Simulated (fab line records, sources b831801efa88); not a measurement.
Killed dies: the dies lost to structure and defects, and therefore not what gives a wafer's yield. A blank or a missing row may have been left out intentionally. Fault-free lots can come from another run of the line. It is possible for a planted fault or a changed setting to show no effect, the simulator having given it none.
What tool caused it? | flow sky130 | 11 lots with 33 wafers sampled at 5 steps, on a route of 708 steps

## WHAT THE GAUGES READ, wafer by wafer
SKY_SD_N_RS_MEAS_16: a four-point-probe measurement.
lot  | measured     | on           | SD_N_RS (ohm/sq)
L531 | day 28 11:20 | filmMetro-02 | 68.63 68.65 68.70
L532 | day 28 19:58 | filmMetro-03 | 68.98 69.22 69.11
L535 | day 29 19:15 | filmMetro-03 | 69.17 69.25 69.16
L543 | day 32 12:43 | filmMetro-01 | 68.56 68.44 68.53
L544 | day 32 15:11 | filmMetro-02 | 68.54 68.73 68.58
L545 | day 33 11:17 | filmMetro-02 | 68.63 68.62 68.62
L546 | day 33 15:01 | filmMetro-02 | 68.62 68.62 68.59
L549 | day 34 11:27 | filmMetro-03 | 68.33 68.44 68.56
L551 | day 34 19:23 | filmMetro-01 | 68.46 68.53 68.33
L550 | day 34 23:55 | filmMetro-03 | 68.45 68.56 68.63
L552 | day 35 11:01 | filmMetro-03 | 68.40 68.38 68.37

SKY_CONTACT_THK_MEAS_01.
lot  | measured     | on           | CONTACT_CVD_00_THK (nm)
L531 | day 30 22:58 | filmMetro-02 | 72.8 75.8 74.0
L532 | day 31 06:34 | filmMetro-03 | 74.6 76.2 74.2
L535 | day 32 06:32 | filmMetro-03 | 75.2 75.2 77.0
L543 | day 34 22:11 | filmMetro-03 | 74.9 75.2 75.7
L544 | day 35 00:03 | filmMetro-02 | 75.3 76.1 76.4
L545 | day 35 19:54 | filmMetro-04 | 74.6 74.0 75.4
L546 | day 35 23:13 | filmMetro-04 | 74.0 75.3 73.3
L549 | day 36 19:18 | filmMetro-03 | 75.9 75.7 76.3
L551 | day 37 02:41 | filmMetro-04 | 74.8 74.2 75.9
L550 | day 37 08:25 | filmMetro-04 | 75.4 74.0 75.9
L552 | day 37 17:26 | filmMetro-03 | 74.0 76.7 75.6

SKY_CONTACT_CD_MEAS_14 targets a cd of 170 nm.
lot  | measured     | on       | cdNm (nm)
L531 | day 32 03:31 | cdSem-02 | 171.7 170.7 171.2
L532 | day 32 10:26 | cdSem-01 | 170.3 171.0 169.6
L535 | day 33 09:48 | cdSem-02 | 173.6 173.2 173.9
L543 | day 36 01:22 | cdSem-01 | 167.8 168.4 166.9
L544 | day 36 03:16 | cdSem-01 | 171.3 171.3 170.3
L545 | day 36 21:23 | cdSem-01 | 167.6 166.7 167.0
L546 | day 37 01:14 | cdSem-01 | 170.7 170.7 170.1
L549 | day 37 20:18 | cdSem-02 | 171.1 171.4 171.2
L551 | day 38 04:29 | cdSem-02 | 169.8 168.1 169.3
L550 | day 38 09:50 | cdSem-02 | 169.4 169.8 170.2
L552 | day 38 18:59 | cdSem-01 | 169.5 169.9 170.8

## WHAT TOOL EACH LOT RAN ON (gives the tool, then ch and the chambers of the sampled wafers, and finally the start)
lot  | SKY_SD_N_IMPLANT_09             | SKY_SD_N_STRIP_11
L531 | implanter-04 ch 0, day 28 10:40 | plasmaAsher-04 ch 0,1, day 28 10:56
L532 | implanter-04 ch 0, day 28 19:17 | plasmaAsher-03 ch 0,1, day 28 19:35
L535 | implanter-04 ch 0, day 29 18:33 | plasmaAsher-03 ch 0,1, day 29 18:49
L543 | implanter-03 ch 0, day 32 12:02 | plasmaAsher-01 ch 0,1, day 32 12:20
L544 | implanter-04 ch 0, day 32 14:31 | plasmaAsher-03 ch 0,1, day 32 14:47
L545 | implanter-03 ch 0, day 33 10:35 | plasmaAsher-03 ch 0,1, day 33 10:53
L546 | implanter-04 ch 0, day 33 14:19 | plasmaAsher-04 ch 0,1, day 33 14:37
L549 | implanter-01 ch 0, day 34 10:43 | plasmaAsher-03 ch 0,1, day 34 10:59
L551 | implanter-01 ch 0, day 34 18:41 | plasmaAsher-04 ch 0,1, day 34 18:59
L550 | implanter-01 ch 0, day 34 23:10 | plasmaAsher-01 ch 0,1, day 34 23:28
L552 | implanter-04 ch 0, day 35 10:20 | plasmaAsher-04 ch 0,1, day 35 10:38
- SKY_SD_N_IMPLANT_09
- SKY_SD_N_STRIP_11: strips in O2/N2.

## WHAT THE TOOLS THEMSELVES READ (means of the sampled wafers that have a number; where no wafer has one, the mark that the record gives instead)
SKY_SD_N_IMPLANT_09.
lot  | tool         | beamEnergyKeV | doseIonsCm2
L531 | implanter-04 | 50.003        | 3.996e+15
L532 | implanter-04 | 49.986        | 3.731e+15
L535 | implanter-04 | 50.009        | 3.729e+15
L543 | implanter-03 | 50.010        | 3.999e+15
L544 | implanter-04 | 50.006        | 4.003e+15
L545 | implanter-03 | 49.993        | 3.998e+15
L546 | implanter-04 | 50.014        | 4.003e+15
L549 | implanter-01 | 50.008        | 3.998e+15
L551 | implanter-01 | 49.996        | 3.999e+15
L550 | implanter-01 | 49.989        | 4.000e+15
L552 | implanter-04 | 49.970        | 4.001e+15

SKY_SD_N_STRIP_11.
lot  | tool           | drypumpMotorCurrentA (A) | oesProductAu (a.u.) | stripTimeToEndpointS (s)
L531 | plasmaAsher-04 | 5.1                      | 0.526               | 22.61
L532 | plasmaAsher-03 | 5.6                      | 0.534               | 22.32
L535 | plasmaAsher-03 | 5.8                      | 0.525               | 22.30
L543 | plasmaAsher-01 | 5.7                      | 0.527               | 22.53
L544 | plasmaAsher-03 | 5.6                      | 0.532               | 22.52
L545 | plasmaAsher-03 | 5.8                      | 0.529               | 22.58
L546 | plasmaAsher-04 | 5.2                      | 0.523               | 22.54
L549 | plasmaAsher-03 | 5.8                      | 0.526               | 22.57
L551 | plasmaAsher-04 | 5.1                      | 0.529               | 22.50
L550 | plasmaAsher-01 | 5.7                      | 0.527               | 22.56
L552 | plasmaAsher-04 | 5.2                      | 0.529               | 22.59

## THE ANSWER, worked out from the rows above alone
Rule: the lots themselves supply what counts as usual. The widest of any qualifying gaps counts: lots, ordered by their means at a reading, are off when they make up no more than a third of the lots, leave a main group of 4 or more, and stand apart from it by 3 or more times the standard deviation of that group's means. If all means in a main group match to the digits the tables above print for the reading, that group is not used. A lot without any number at a reading at which 4 lots or more have one is off too. The other lots that the step has rows for count as sound. Order of review: gauges by route order, followed by the tools' own readings, for which a lot's mean as printed above is used. At the first step where some lot is off, the reading lying furthest off is the one used; lots without a number count as furthest.
Off: L532, L535, at SKY_SD_N_RS_MEAS_16 (SD_N_RS). Mean 68.54 ohm/sq and standard deviation 0.092 in the main group.
A tool fits if, at a process step before that reading, it ran every lot that is off, and no sound lot after the first of them. Not tried: the gauges at SKY_SD_N_RS_MEAS_16; whatever is off there is also off at SKY_SD_N_IMPLANT_09, on other tools, and gauge error can't account for it. Not one of the candidates tried fits.

## WHAT HAD BEEN PUT IN BY THE SIMULATOR
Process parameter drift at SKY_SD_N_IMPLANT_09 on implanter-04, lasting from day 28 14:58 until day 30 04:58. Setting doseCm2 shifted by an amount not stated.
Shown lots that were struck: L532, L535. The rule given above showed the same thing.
